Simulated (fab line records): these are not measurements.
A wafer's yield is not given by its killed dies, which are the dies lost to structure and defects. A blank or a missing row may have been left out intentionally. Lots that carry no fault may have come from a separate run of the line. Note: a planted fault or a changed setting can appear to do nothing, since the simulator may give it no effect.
fab line records | flow gf180mcu
[record] lots = 6 wafers = 18 last-day = 33
route steps=602 shown V2@386
lots that met no fault: from a run of the same line without faults
start-h: start of the lot's first displayed wafer, in hours after the record's first day | wait-h: hours elapsed since this lot's preceding step | " unchanged from the row above | L1.1+2: several wafers, shown together as one row | - no value, or no start was given | * or withheld: withheld | < > ~ a bound
route shown NAME@n: NAME is a module with steps in the file, n the number in the route of the first one | usual: mean and standard deviation over wafers with no fault | same: alike in all rows | chamber/n: place in a boat | sites: the reading at each site | _std_site: standard deviation across them | _edge_site: inner sites' mean taken away from outer sites' mean | radius-mm: how far each site lies from the wafer's centre | mask NAME#n: copy n | behind: the most recent tool/chamber to have shaped the wafer | hold: why the lot was held/for how many hours/how that ended | device: transistor that didn't switch, given as n, p or np | end of line: tests of these same wafers at the route's end | a step given without rows: its recipe and nothing more | killed: the dies lost at the first sort to structure and to defects; this is not the yield of the wafer | map: shows each die of a wafer: x if killed, . if not, _ if none is there
set.NAME: the setting the step ran with; set.NAME@STEP: the setting that earlier step ran with | model.NAME: the simulator's own value behind a step, which no gauge read
a table for each step, a row for each wafer; lots at some steps of the route
services: from which hour (start-h, from the record's first day; less than 0 if before it) a tool's chamber was out of use, for how many hours, and why
[[steps]]
[step GF_V2_CMP_04]
[recipe] material = SiO2 down-force-psi = 4 platen-rpm = 60 pad-velocity-m-s = 0.94248
[usual] head-pressure-psi = 4.000/0.0096 motor-current-A = 11.8/0.67 slurry-filter-dp-kPa = 13.51/0.13 time-to-endpoint-s = 80/5.2
// columns lot.wafer tool chamber start-h wait-h head-pressure-psi motor-current-A slurry-filter-dp-kPa time-to-endpoint-s
L887.2 cmp-01 1 487.08 0.0 3.995 12.3 13.23 75
L887.4 " 2 " " 4.006 10.7 13.27 79
L887.6 " 2 " " 3.987 10.5 13.58 83
L891.2 cmp-01 2 521.27 0.2 3.999 10.4 13.47 78
L891.5 " 3 " " 4.006 13.1 13.48 78
L891.6 " 0 " " 4.012 11.4 13.58 79
L892.1 cmp-02 0 530.26 0.3 4.000 12.4 13.74 79
L892.5 " 1 " " 3.997 12.3 13.49 72
L892.6 " 2 " " 3.978 11.4 13.34 83
L893.4 cmp-02 3 535.82 0.2 3.992 12.1 13.40 81
L893.6 " 0 " " 4.001 12.1 13.46 86
L893.5 " 1 " " 3.993 12.0 13.36 71
L897.4 cmp-02 0 577.13 0.0 4.000 12.5 13.86 84
L897.2 " 1 " " 3.995 12.1 13.83 74
L897.5 " 1 " " 4.020 11.3 13.60 78
L899.2 cmp-01 2 584.74 0.0 4.010 10.8 13.51 79
L899.3 " 0 " " 4.007 10.5 13.47 76
L899.4 " 1 " " 4.001 12.0 13.48 86
[step GF_V2_BOW_MEAS_05]
[recipe] mode = bow
[usual] V2_BOW = 101/7.8
// columns lot.wafer tool chamber start-h wait-h V2_BOW[um]
L887.2 film-metro-01 - 487.40 0.3 92
L887.4 " - " " 99
L887.6 " - " " 100
L891.2 film-metro-02 - 521.44 0.1 103
L891.5 " - " " 109
L891.6 " - " " 104
L892.1 film-metro-04 - 530.41 0.1 101
L892.5 " - " " 93
L892.6 " - " " 99
L893.4 film-metro-02 - 536.03 0.2 96
L893.5 " - " " 96
L893.6 " - " " 93
L897.2 film-metro-01 - 577.45 0.2 99
L897.4 " - " " 109
L897.5 " - " " 96
L899.2 film-metro-01 - 585.06 0.3 84
L899.3 " - " " 95
L899.4 " - " " 105
[step GF_V2_DEHYDRATE_06]
[recipe] temp-c = 200 time-s = 60
[step GF_V2_HMDS_07]
[recipe] prime-time-s = 60 prime-temp-c = 120
[step GF_V2_COAT_08]
[recipe] resist = BARC temp-c = withheld time-s = withheld spin-rpm = withheld resist-thk-nm = withheld
[step GF_V2_COAT_09]
[recipe] resist = KrF spin-rpm = withheld resist-thk-nm = 991.2
[step GF_V2_SOFTBAKE_10]
[recipe] temp-c = 130 time-s = 60 resist = KrF
[step GF_V2_EXPOSE_11]
[recipe] mask-id = Via2 target-cd-nm = 260 na = 0.68 source-shape = conventional sigma-outer = 0.6 dose-mj = 38
[step GF_V2_PEB_12]
[recipe] peb-temp-c = 135 peb-time-s = 90 resist = KrF
[step GF_V2_DEVELOP_13]
[recipe] develop-time-s = 60 resist = KrF dev-temp-c = 21
[step GF_V2_CD_MEAS_14]
[recipe] target-cd-nm = 260
[usual] cd-nm = 259.6/1.2
// columns lot.wafer tool chamber start-h wait-h cd-nm
L887.2 cd-sem-01 - 511.38 0.1 257.4
L887.4 " - " " 257.6
L887.6 " - " " 257.9
L891.2 cd-sem-01 - 544.08 0.1 260.2
L891.5 " - " " 261.3
L891.6 " - " " 260.6
L892.1 cd-sem-02 - 553.06 0.1 259.3
L892.5 " - " " 260.7
L892.6 " - " " 259.6
L893.4 cd-sem-01 - 558.57 0.1 257.7
L893.5 " - " " 257.8
L893.6 " - " " 258.5
L897.2 cd-sem-02 - 598.98 0.1 260.4
L897.4 " - " " 260.4
L897.5 " - " " 260.2
L899.2 cd-sem-02 - 606.03 0.1 261.0
L899.3 " - " " 261.9
L899.4 " - " " 261.2
[step GF_V2_OVL_MEAS_15]
[usual] V2_OVL = -1/4.7
// columns lot.wafer tool chamber start-h wait-h V2_OVL[nm]
L887.2 overlay-02 - 511.49 0.1 -5
L887.4 " - " " -2
L887.6 " - " " 0
L891.2 overlay-01 - 544.19 0.1 -2
L891.5 " - " " 7
L891.6 " - " " -2
L892.1 overlay-02 - 553.18 0.1 1
L892.5 " - " " 1
L892.6 " - " " 3
L893.4 overlay-02 - 558.65 0.1 -10
L893.5 " - " " -7
L893.6 " - " " -2
L897.2 overlay-01 - 599.09 0.1 1
L897.4 " - " " 3
L897.5 " - " " 3
L899.2 overlay-01 - 606.14 0.1 -1
L899.3 " - " " 3
L899.4 " - " " 3
[step GF_V2_ETCH_16]
[recipe] chemistry = N2/H2 target-depth-a = withheld overetch-a = withheld time-s = withheld target = BARC ion-energy-ev = 200 source-w = 500 bias-w = 100 pressure-mtorr = 30 n2-flow-sccm = 100 h2-flow-sccm = 200
[usual] bias-w = 100.02/0.3 chamber-pressure-mTorr = 29.999/0.028 drypump-motor-current-A = 5.8/0.32 n2-flow-sccm = 100.01/0.3 oes-product-au = 0.856/0.0051 throttle-valve-pct = 13.225/0.0084
// columns lot.wafer tool chamber start-h wait-h bias-w chamber-pressure-mTorr drypump-motor-current-A n2-flow-sccm oes-product-au throttle-valve-pct
L887.2 rie-diel-03 3 511.52 0.0 100.01 30.017 5.7 100.11 0.849 13.220
L887.4 " 0 " " 100.10 30.027 6.0 99.51 0.862 13.224
L887.6 " 2 " " 99.88 29.953 5.5 99.99 0.860 13.221
L891.2 rie-diel-03 1 544.22 0.0 100.20 29.972 5.8 100.22 0.858 13.236
L891.5 " 3 " " 100.06 30.011 5.6 100.33 0.860 13.228
L891.6 " 2 " " 100.15 30.012 5.5 99.31 0.857 13.218
L892.1 rie-diel-03 3 553.22 0.0 - - - - - -
L892.5 " 1 " " - - - - - -
L892.6 " 0 " " - - - - - -
L893.4 rie-diel-03 2 558.67 0.0 - - - - - -
L893.5 " 1 " " - - - - - -
L893.6 " 2 " " - - - - - -
L897.2 rie-diel-01 1 599.12 0.0 99.53 29.956 5.9 100.03 0.850 13.232
L897.4 " 0 " " 99.69 29.962 5.8 99.92 0.863 13.228
L897.5 " 3 " " 99.63 30.023 6.0 99.90 0.845 13.216
L899.2 rie-diel-02 3 606.17 0.0 100.20 30.014 5.2 100.04 0.860 13.229
L899.3 " 0 " " 99.89 29.965 5.5 99.89 0.855 13.220
L899.4 " 1 " " 100.02 30.034 6.3 99.65 0.865 13.225
[step GF_V2_ETCH_17]
[recipe] chemistry = C4F8/O2/Ar mask-material = KrF target = SiO2 stop-on = TiN source-w = 1500 bias-w = 1200 pressure-mtorr = 40 c4f8-flow-sccm = withheld O2_flow_sccm = 6 Ar_flow_sccm = 300 time-s = withheld target-depth-a = 6300
[usual] bias-w = 1200/3.6 chamber-pressure-mTorr = 40.00/0.035 oes-product-au = 0.856/0.005
// columns lot.wafer tool chamber start-h wait-h bias-w chamber-pressure-mTorr oes-product-au
L887.2 rie-diel-03 3 - - 1204 39.95 0.864
L887.4 " 0 " " 1202 40.05 0.845
L887.6 " 2 " " 1196 40.02 0.862
L891.2 rie-diel-03 1 - - 1198 39.99 0.857
L891.5 " 3 " " 1202 39.95 0.855
L891.6 " 2 " " 1199 40.01 0.850
L892.1 rie-diel-03 3 - - 1195 39.95 0.381
L892.5 " 1 " " 1205 39.98 0.369
L892.6 " 0 " " 1200 40.03 0.374
L893.4 rie-diel-03 2 - - 1206 40.03 0.380
L893.5 " 1 " " 1196 40.01 0.369
L893.6 " 2 " " 1205 40.01 0.378
L897.2 rie-diel-01 1 - - 1200 40.03 0.854
L897.4 " 0 " " 1200 40.02 0.855
L897.5 " 3 " " 1198 40.03 0.858
L899.2 rie-diel-02 3 - - 1198 40.09 0.847
L899.3 " 0 " " 1199 39.95 0.850
L899.4 " 1 " " 1198 40.02 0.857
[step GF_V2_STRIP_18]
[recipe] chemistry = O2/N2 power-w = 1400 pressure-mtorr = 1500 platen-temp-c = 250 o2-flow-sccm = 3000 n2-flow-sccm = 300 overash-fraction = 0.5
[usual] drypump-motor-current-A = 5.7/0.69 heater-power-w = 334/19 n2-flow-sccm = 300.0/0.86 oes-product-au = 0.589/0.005
// columns lot.wafer tool chamber start-h wait-h drypump-motor-current-A heater-power-w n2-flow-sccm oes-product-au rf-hours-counter-h
L887.2 plasma-asher-03 1 511.64 - 5.7 329 300.4 0.595 93
L887.4 " 1 " " 5.7 323 300.9 0.591 -
L887.6 " 1 " " 5.7 333 301.3 0.588 -
L891.2 plasma-asher-03 1 544.34 - 5.7 337 300.6 0.588 97
L891.5 " 1 " " 5.7 325 299.5 0.580 -
L891.6 " 0 " " 5.2 350 299.9 0.586 -
L892.1 plasma-asher-03 0 553.34 - 5.3 345 300.9 0.608 98
L892.5 " 0 " " 5.3 348 300.2 0.615 -
L892.6 " 1 " " 5.7 327 300.4 0.603 -
L893.4 plasma-asher-04 1 558.83 - 6.7 332 300.5 0.614 -
L893.5 " 1 " " 6.7 322 300.7 0.610 -
L893.6 " 0 " " 4.9 319 299.4 0.609 -
L897.2 plasma-asher-03 1 599.24 - 5.7 322 299.8 0.593 104
L897.4 " 0 " " 5.3 342 298.6 0.592 -
L897.5 " 0 " " 5.3 355 299.4 0.592 -
L899.2 plasma-asher-04 0 606.29 - 4.9 324 299.2 0.582 17
L899.3 " 0 " " 4.9 322 299.5 0.589 -
L899.4 " 1 " " 6.7 328 299.4 0.585 -
[step GF_V2_STRIP_19]
[recipe] chemistry = post-etch-residue-remover time-s = 1200 temp-c = 72.5
[[services]]
// columns tool chamber start-h hours kind
rie-diel-02 1 468.22 3.5 repair
cmp-01 - 476.25 3.7 repair
rie-diel-01 2 477.02 9.1 repair
rie-diel-01 2 496.73 5.4 repair
rie-diel-03 1 500.79 3.7 repair
rie-diel-03 2 501.11 2.1 repair
cmp-02 - 508.80 2.8 repair
cmp-02 - 512.09 12.3 repair
rie-diel-03 0 522.86 4.8 repair
cmp-01 - 524.47 22.9 pm
rie-diel-02 0 525.24 2.9 repair
plasma-asher-04 - 537.46 15.6 pm
rie-diel-03 0 539.29 2.9 repair
cmp-01 - 547.39 7.0 pm
cmp-01 - 562.17 1.8 repair
cmp-02 - 572.04 4.0 pm
rie-diel-01 0 575.82 14.0 repair
plasma-asher-04 - 579.14 2.8 pm
cmp-02 - 579.70 4.5 pm
rie-diel-03 3 599.24 - clean
rie-diel-03 3 599.24 24.4 scheduled-down
rie-diel-03 3 599.24 24.4 vent-cycle
rie-diel-03 2 600.98 5.8 repair
cmp-02 - 601.50 0.3 repair
[[key]]
[first-sign] step = GF_V2_ETCH_16 reading = tool-record direction = missing
[effect] step = GF_V2_ETCH_17 reading = oes-product-au direction = down sigmas = 97 usual = 0.856 struck = 0.375
[effect] step = GF_V2_STRIP_18 reading = oes-product-au direction = up sigmas = 4.1 usual = 0.589 struck = 0.610
met-at GF_V2_ETCH_16
struck-wafers L892.1,L892.5,L892.6,L893.4,L893.5,L893.6
later-rows-left-out L892.1,L892.5,L892.6,L893.4,L893.5,L893.6
sort-left-out L892.1,L892.5,L892.6,L893.4,L893.5,L893.6
onset-between 544.22 553.22
[fault] kind = skipped-step-whole tool = rie-diel-03 chamber = - onset-h = 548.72 steps = GF_V2_ETCH_16 scope = struck-lots-only
// sort-left-out: the simulated sort isn't trusted on such a fault, so these wafers' sort isn't shown, and their yield isn't known
// later-rows-left-out: the simulator's readings of these wafers behind a module that went badly wrong aren't trusted and aren't shown, but for the sort
